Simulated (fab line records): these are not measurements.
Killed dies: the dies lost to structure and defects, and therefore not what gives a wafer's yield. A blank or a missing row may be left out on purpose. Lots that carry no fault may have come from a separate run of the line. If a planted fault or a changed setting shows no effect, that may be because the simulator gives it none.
Struck lot and sound lot, side by side || flow sky130 || 15 steps out of a route of 708
Sound: the wafers L474.1, L474.3, L474.6. Wafers L479.1, L479.3, L479.4 were the ones struck. The cause is named last.
For every step that has rows: the tool of each side, followed by ch and its chambers, followed by its first start. Under that, the readings that differ: sound wafers || struck wafers || difference of the means || sigmas: that difference in standard deviations of wafers without a fault.
alike: words and numbers the same on both sides, and readings whose means are apart by under 2 such deviations; not compared: readings that were withheld, readings missing a value for some wafer, numbers with overlapping values and no deviation given by the record, and bounds like >300 which may hide the same value.
Wherever a step has rows on one side only, a row that says differs or no value, or a row with sigmas, the two part there. Numbers that don't overlap but have no deviation are shown without sigmas and don't part them. A reading that every wafer of one side lacks parts them only if that side has two wafers or more.

first, 5 steps without rows for these wafers: SKY_LDD_LDN_COAT_02 (resist thk 1140 nm); SKY_LDD_LDN_SOFTBAKE_03 (time 60 s); SKY_LDD_LDN_EXPOSE_04 (exposes mask LDNTM, target cd 700 nm); SKY_LDD_LDN_PEB_05; SKY_LDD_LDN_DEVELOP_06 (develop time 60 s).
SKY_LDD_LDN_OVL_MEAS_07:
  struck on overlay-01, day 25 12:20; sound on overlay-01, day 23 23:59
  alike: LDD_LDN_OVL
then, 4 steps without rows for these wafers: SKY_LDD_LDN_IMPLANT_08; SKY_LDD_LDN_IMPLANT_09; SKY_LDD_LDN_IMPLANT_10; SKY_LDD_LDN_IMPLANT_11.
SKY_LDD_LDN_STRIP_12: strips in O2/N2.
  sound on plasma-asher-04 ch 0,1, day 24 00:38; struck on plasma-asher-02 ch 0,1, day 25 12:59
{"reading": "strip-time-to-endpoint-s (s)", "sound": "14.19 14.21 14.22", "struck": "14.10 14.12 14.10", "difference": -0.10, "sigmas": -3}
  alike: drypump-motor-current-A, oes-product-au
  not compared: rf-hours-counter-h
SKY_LDD_LDN_TW_MEAS_13:
  struck on film-metro-02, day 25 13:05; sound on film-metro-03, day 24 00:44
  alike: LDD_LDN_TW
SKY_LDD_LDN_CLEAN_14: cleans in SC1/SC2, time 150 s.
  sound on wet-bench-02 ch 1, day 24 00:47; struck on wet-bench-02 ch 3, day 25 13:08
  no value came back on the struck wafers for bath-guard-temp-C (C), bath-heat-duty-pct (%); on the sound wafers bath-guard-temp-C (C) reads 70.4 70.2 70.2
then, 1 step without rows for these wafers: SKY_SPACER_CVD_00 (deposits Si3N4 from DCS/NH3, target thk 43.1 nm, time 740 s).
-- the record jumps here: 23 days lie between the struck wafers' starts before and after (it left off in module SPACER and takes up again in module PAD_OPEN, whose first step shown is number 708 of the route) --
SKY_PAD_OPEN_PROBE_99:
  struck on prober-02, day 48 06:32; sound on prober-01, day 47 06:00
{"reading": "model.etest.diode-nwell-sub.leak-log10-a-cm2", "sound": "-7.667 -7.294 -7.467", "struck": "-6.818 -7.106 -6.696", "difference": "+0.603", "sigmas": ""}
{"reading": "model.etest.diode-dnwell-sub.leak-log10-a-cm2", "sound": "-7.264 -7.429 -7.283", "struck": "-6.536 -6.544 -6.803", "difference": "+0.698", "sigmas": ""}
{"reading": "model.etest.diode-pwell-dnwell.leak-log10-a-cm2", "sound": "-7.839 -7.705 -7.42", "struck": "-7.248 -7.056 -7.066", "difference": "+0.531", "sigmas": ""}
{"reading": "model.etest.nfet_16v.off-log10-a-um", "sound": "-13.9 -13.68 -13.75", "struck": "-13.54 -13.6 -13.6", "difference": "+0.20", "sigmas": ""}
  alike: killed_at_M0_to_M3, killed_at_M4_up, killed-at-contacts, killed-at-front-end, killed-at-other, killed-dies, killed-open, killed-short
  not compared: model.etest.diode-ndiff-pwell-hv.leak-log10-a-cm2, model.etest.diode-pdiff-nwell-hv.leak-log10-a-cm2, model.etest.pfet_16v.off-log10-a-um

WHERE THEY PART
First at SKY_LDD_LDN_STRIP_12; last, within this record, at SKY_LDD_LDN_CLEAN_14. Later steps at which nothing parts them and some readings are alike: SKY_PAD_OPEN_PROBE_99.

WHY: the cause the simulator had injected
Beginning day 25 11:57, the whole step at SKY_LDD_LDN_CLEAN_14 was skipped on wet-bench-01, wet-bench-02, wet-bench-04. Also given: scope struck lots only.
